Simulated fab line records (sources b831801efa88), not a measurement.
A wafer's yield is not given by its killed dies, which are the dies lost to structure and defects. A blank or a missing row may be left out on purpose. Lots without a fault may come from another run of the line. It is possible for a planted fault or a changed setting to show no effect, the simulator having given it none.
Which tool was responsible? -- flow gf180mcu -- route of 602 steps, sampled at 1 step: 11 lots, 33 wafers

== WHAT THE GAUGES READ, wafer by wafer ==
GF_HV_LDD_TW_MEAS_38.
lot,measured,on,HV_LDD_3_TW
L647,day 12 11:27,film-metro-02,1429 1432 1435
L648,day 13 01:16,film-metro-01,1456 1461 1452
L651,day 14 05:19,film-metro-04,1410 1412 1416
L653,day 14 17:46,film-metro-04,1419 1406 1407
L655,day 16 01:12,film-metro-04,1434 1427 1435
L656,day 16 05:21,film-metro-04,1431 1431 1434
L657,day 16 05:43,film-metro-04,1432 1430 1431
L658,day 16 10:16,film-metro-04,1432 1426 1422
L659,day 17 00:13,film-metro-01,1457 1451 1459
L660,day 17 03:25,film-metro-02,1430 1427 1428
L666,day 18 23:41,film-metro-04,1427 1416 1424

== TOOL THAT RAN EACH LOT (tool first, then ch and the chambers of the sampled wafers, then the start) ==
The record holds no process step before these readings.

== THE ANSWER, worked out from the rows above alone ==
Rule: usual is defined by the lots themselves. Put in order of their means at a reading, lots are off if they are a third of the lots or fewer, leave a main group of 4 or more, and stand apart from it by a gap of 3 or more times the standard deviation of the main group's means; of several such gaps the widest counts. A main group is skipped when, at the precision printed for the reading in the tables above, its means are all equal. Also off: a lot with no number at a reading for which 4 or more lots have one. The other lots that the step has rows for count as sound.
None of the lots is off at any reading shown; this tells nothing.

== WHAT THE SIMULATOR HAD PUT IN ==
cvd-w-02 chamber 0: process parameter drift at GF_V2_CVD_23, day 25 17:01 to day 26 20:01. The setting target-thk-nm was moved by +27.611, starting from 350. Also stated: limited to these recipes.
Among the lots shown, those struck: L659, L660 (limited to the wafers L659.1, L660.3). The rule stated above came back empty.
